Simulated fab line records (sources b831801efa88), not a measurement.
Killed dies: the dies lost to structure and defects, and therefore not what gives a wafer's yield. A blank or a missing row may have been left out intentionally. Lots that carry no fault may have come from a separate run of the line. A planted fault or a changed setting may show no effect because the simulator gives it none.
One fault through the eyes of 2 desks	flow gf180mcu	each desk holds nothing but its own numbers, with what lay behind them at the end

AT THE METROLOGY DESK
What the gauges read, lot by lot, whatever tool the lot ran on: means of the sampled wafers that have a number. If a lot's mean is further than 4 standard deviations from the usual mean, the lot is out of limits and carries the mark OUT (the distance appears in the brackets).
Columns: A = M1_OVL at GF_M1_OVL_MEAS_15, usual 5 nm
lot	first seen here	A
L852	day 17 03:39	11
L853	day 17 10:08	4
L855	day 18 08:06	2
L856	day 18 15:32	-1
L857	day 19 01:16	6
L858	day 19 03:38	7
L859	day 19 15:48	9
L862	day 20 21:41	4
L865	day 22 00:12	8
L869	day 23 08:03	-5
L870	day 23 14:45	5
L871	day 23 21:56	7
L872	day 24 13:47	10
L875	day 25 05:46	6
This desk found nothing out of limits on any of the 14 lots.

AT THE TOOL OWNER'S DESK: implanter-01
The tool's own readings at GF_PSD_IMPLANT_09, given as means over the sampled wafers that have a number, one for each lot that went through this tool. If a lot's mean is further than 4 standard deviations from the usual mean, the lot is out of limits and carries the mark OUT (the distance appears in the brackets).
Columns: A = tilt deg at GF_PSD_IMPLANT_09, usual 7.002 degrees
lot	first seen here	A
L852	day 14 07:10	6.998
L853	day 14 13:02	7.002
L855	day 15 08:52	6.994
L857	day 16 00:53	7.002
L858	day 16 02:59	6.482 (-29) OUT
L859	day 16 13:23	6.475 (-29) OUT
L869	day 20 05:35	6.975
L870	day 20 14:14	6.994
L871	day 20 20:11	7.002
This desk's finding: out of limits on L858, L859; first on L858, day 16 02:59 (tilt deg at GF_PSD_IMPLANT_09). L852, L853, L855, L857, L869, L870, L871 stayed within limits.

BROUGHT TOGETHER
At day 16 02:59, on L858, L859, the tool owner's desk was in a position to raise an alarm.
Nothing out of limits was seen by the metrology desk.
The metrology desk has L858, L859 on record, within its limits.
On implanter-01, each named lot ran GF_PSD_IMPLANT_09.

WHAT THE SIMULATOR PUT IN
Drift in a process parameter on implanter-01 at GF_PSD_IMPLANT_09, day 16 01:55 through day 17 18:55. Setting tilt deg shifted by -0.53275 from 7. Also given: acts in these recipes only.
Struck lots among those shown: L858, L859.
How many hours passed from the start of the fault until each desk's first out-of-limits reading: the tool owner's desk, 1.
